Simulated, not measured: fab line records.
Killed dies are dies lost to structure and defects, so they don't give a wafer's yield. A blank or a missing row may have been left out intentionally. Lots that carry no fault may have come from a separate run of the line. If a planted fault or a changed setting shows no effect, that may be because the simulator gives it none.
What tool caused it? | flow gf180mcu | Sampling: 12 lots, 36 wafers, 4 of 602 route steps

== WHAT EACH GAUGE READ, for each wafer ==
GF_DUAL_GATE_OVL_MEAS_11. Usual: DUAL_GATE_OVL typically reads 0.9 nm, with standard deviation 1.7.
lot  | measured     | on         | DUAL_GATE_OVL (nm) | flag
L287 | day 8 07:37  | overlay-01 | -0.3 0.6 -1.3      |
L289 | day 9 01:34  | overlay-01 | 4.6 4.4 2.7        |
L290 | day 9 05:31  | overlay-02 | -1.2 -1.1 -2.0     |
L294 | day 10 09:07 | overlay-02 | 4.3 4.6 3.0        |
L296 | day 10 20:56 | overlay-01 | 1.7 1.3 1.1        |
L297 | day 11 10:31 | overlay-02 | -0.1 0.5 3.5       |
L300 | day 12 01:52 | overlay-02 | 2.4 1.2 2.7        |
L305 | day 13 12:34 | overlay-01 | 2.5 1.3 4.6        |
L306 | day 13 19:43 | overlay-02 | 2.4 -1.0 3.2       |
L307 | day 14 04:55 | overlay-01 | -1.0 -0.2 -0.2     |
L308 | day 14 10:42 | overlay-02 | 2.3 0.1 1.1        |
L309 | day 14 21:12 | overlay-02 | 0.3 1.1 1.6        |

GF_HV_LDD_CD_MEAS_46 targets a cd of 400 nm. Usual: cd_nm reads 400.1 nm (standard deviation 2.5).
lot  | measured     | on        | cd_nm (nm)                          | flag
L287 | day 12 09:06 | cd_sem-01 | 399.8 399.8 401.0                   |
L289 | day 13 02:49 | cd_sem-02 | 396.5 397.0 398.5                   |
L290 | day 13 08:46 | cd_sem-01 | 397.7 398.3 399.8                   |
L294 | day 14 23:29 | cd_sem-01 | 397.7 395.7 396.0                   |
L296 | day 15 10:47 | cd_sem-02 | 505.5 506.1 507.7 505.4 506.0 508.3 | OFF
L297 | day 15 23:15 | cd_sem-01 | 401.0 401.6 401.6                   |
L300 | day 16 19:05 | cd_sem-02 | 508.6 511.4 506.4 508.5 511.1 506.3 | OFF
L305 | day 18 10:49 | cd_sem-02 | 398.1 399.1 395.4                   |
L306 | day 18 15:53 | cd_sem-01 | 402.2 404.1 403.5                   |
L307 | day 19 04:37 | cd_sem-02 | 403.4 401.1 403.8                   |
L308 | day 19 10:56 | cd_sem-02 | 399.4 400.9 402.4                   |
L309 | day 19 21:59 | cd_sem-01 | 400.5 397.8 399.9                   |

== WHAT TOOL EACH LOT RAN ON (gives the tool, then ch and the chambers of the sampled wafers, and finally the start) ==
lot  | GF_POLY_GATE_STRIP_14                | GF_HV_LDD_COAT_41
L287 | plasma_asher-02 ch 0,1, day 9 06:11  | litho_track-01 ch 0, day 11 23:06
L289 | plasma_asher-04 ch 0,1, day 9 22:09  | litho_track-01 ch 0, day 12 16:29
L290 | plasma_asher-03 ch 0,1, day 10 02:21 | litho_track-01 ch 0, day 12 21:56
L294 | plasma_asher-03 ch 1, day 11 10:52   | litho_track-01 ch 0, day 14 12:26
L296 | plasma_asher-02 ch 0,1, day 11 22:21 | litho_track-01 ch 0, day 15 00:03
L297 | plasma_asher-02 ch 0,1, day 12 09:49 | litho_track-03 ch 0, day 15 11:52
L300 | plasma_asher-03 ch 0,1, day 13 02:47 | litho_track-01 ch 0, day 16 07:18
L305 | plasma_asher-02 ch 0,1, day 14 14:16 | litho_track-03 ch 0, day 17 23:08
L306 | plasma_asher-04 ch 0,1, day 14 19:51 | litho_track-02 ch 0, day 18 04:26
L307 | plasma_asher-02 ch 0,1, day 15 06:06 | litho_track-02 ch 0, day 18 16:10
L308 | plasma_asher-03 ch 0,1, day 15 11:25 | litho_track-01 ch 0, day 18 22:53
L309 | plasma_asher-04 ch 0,1, day 15 22:28 | litho_track-01 ch 0, day 19 09:32
- GF_POLY_GATE_STRIP_14: strips in O2/N2.
- GF_HV_LDD_COAT_41: resist thk 1000 nm.

== AS READ BY THE TOOLS THEMSELVES (means over the sampled wafers that have a number; for cases with no such wafer, the mark the record gives instead) ==
GF_POLY_GATE_STRIP_14. Usual: drypump_motor_current_A 5.61 A, standard deviation 0.27; heater_power_w 327 W, standard deviation 23; oes_product_au 0.505 a.u., standard deviation 0.0052.
lot  | tool            | drypump_motor_current_A (A) | heater_power_w (W) | oes_product_au (a.u.) | flag
L287 | plasma_asher-02 | 5.76                        | 316                | 0.496                 |
L289 | plasma_asher-04 | 5.46                        | 334                | 0.503                 |
L290 | plasma_asher-03 | 5.48                        | 326                | 0.501                 |
L294 | plasma_asher-03 | 5.34                        | 319                | 0.505                 |
L296 | plasma_asher-02 | 5.91                        | 313                | 0.505                 |
L297 | plasma_asher-02 | 5.91                        | 311                | 0.503                 |
L300 | plasma_asher-03 | 5.60                        | 330                | 0.503                 |
L305 | plasma_asher-02 | 5.92                        | 314                | 0.504                 |
L306 | plasma_asher-04 | 5.36                        | 352                | 0.511                 |
L307 | plasma_asher-02 | 5.90                        | 308                | 0.509                 |
L308 | plasma_asher-03 | 5.66                        | 324                | 0.502                 |
L309 | plasma_asher-04 | 5.47                        | 330                | 0.504                 |

== THE ANSWER, worked out from the rows above alone ==
Rule: take the mean of a lot's wafers that have a number; if it is more than 3 standard deviations from the usual mean, the lot is off. Also off: a lot with no number at a reading for which 4 or more lots have one. All remaining lots with rows at the step are treated as sound. First the gauges in route order, then the tools' own readings, where a lot's mean is used as printed above. At the first step where some lot is off, the reading lying furthest off is the one used; lots without a number count as furthest.
Off: L296, L300, at GF_HV_LDD_CD_MEAS_46 (cd_nm).
A tool fits if, at a process step before that reading, it ran every lot that is off, and no sound lot after the first of them. Those tools and the gauges at GF_HV_LDD_CD_MEAS_46 are tried in the same way. None of those tried fits.

== WHAT WAS PUT IN BY THE SIMULATOR ==
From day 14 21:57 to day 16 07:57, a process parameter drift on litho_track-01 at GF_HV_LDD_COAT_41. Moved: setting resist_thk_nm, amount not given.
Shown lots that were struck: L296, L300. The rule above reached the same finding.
